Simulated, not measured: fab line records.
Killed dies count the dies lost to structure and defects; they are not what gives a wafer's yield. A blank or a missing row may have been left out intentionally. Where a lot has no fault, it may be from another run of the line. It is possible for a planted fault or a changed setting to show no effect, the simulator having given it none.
One fault through the eyes of 2 desks + flow gf180mcu + each desk has only its own numbers; what lay behind them comes last

== DESK OF THE TOOL OWNER: cvd_w-01 ==
The tool's own readings at GF_V3_CVD_23 (deposits W, target thk 350 nm, time 104.9 s): means of the sampled wafers that have a number, for each lot that ran on this tool. Any lot whose mean is over 4 standard deviations away from the usual mean is out of limits and marked OUT; that distance is given in the brackets.
Columns: A = heater_power_w at GF_V3_CVD_23, usual 870 W
| lot  | first seen here | A   |
|------|-----------------|-----|
| L211 | day 23 07:59    | 802 |
| L215 | day 24 09:34    | 840 |
| L217 | day 25 11:53    | 848 |
| L222 | day 26 14:14    | 847 |
| L223 | day 27 00:37    | 838 |
| L233 | day 29 15:10    | 850 |
This desk's finding: nothing out of limits on any of the 6 lots.

== THE METROLOGY DESK ==
Means of the sampled wafers that have a number, per lot and without regard to the tool the lot ran on: this is what the gauges read. Any lot whose mean is over 4 standard deviations away from the usual mean is out of limits and marked OUT; that distance is given in the brackets.
Columns: A = V3_OVL at GF_V3_OVL_MEAS_15, usual -2 nm; B = V3_W_RS at GF_V3_RS_MEAS_24, usual 0.327 ohm/sq; C = V3_W_THK at GF_V3_THK_MEAS_25, usual 351 nm
| lot  | first seen here | A  | B                | C              |
|------|-----------------|----|------------------|----------------|
| L211 | day 23 07:11    | -7 | 0.321            | 359            |
| L215 | day 24 08:44    | -8 | 0.324            | 354            |
| L217 | day 25 11:05    | -2 | 0.322            | 361            |
| L218 | day 25 12:51    | -1 | 0.329            | 347            |
| L219 | day 25 21:27    | 1  | 0.330            | 346            |
| L222 | day 26 13:25    | -3 | 0.296 (-4.9) OUT | 398 (+5.5) OUT |
| L223 | day 26 23:45    | 1  | 0.295 (-5.1) OUT | 401 (+5.8) OUT |
| L225 | day 27 10:05    | 1  | 0.331            | 343            |
| L232 | day 29 07:57    | -3 | 0.329            | 351            |
| L233 | day 29 14:20    | -1 | 0.318            | 369            |
This desk finds L222, L223 out of limits, with the earliest case on L222 at day 26 14:21 (V3_W_RS at GF_V3_RS_MEAS_24). Within limits: L211, L215, L217, L218, L219, L225, L232, L233.

== ALL TOGETHER ==
On L222, L223, the metrology desk was in a position to raise an alarm at day 26 14:21.
Nothing out of limits was seen by the tool owner's desk.
On record at the tool owner's desk: L222, L223, within its limits.
Every lot named ran GF_V3_CVD_23 on cvd_w-01.

== WHAT THE SIMULATOR HAD PUT IN ==
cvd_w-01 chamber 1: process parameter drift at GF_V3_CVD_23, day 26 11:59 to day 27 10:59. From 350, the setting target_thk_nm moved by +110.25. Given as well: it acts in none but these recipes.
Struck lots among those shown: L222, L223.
Time in hours between the start of the fault and the first out-of-limits reading at each desk: metrology desk, 2.
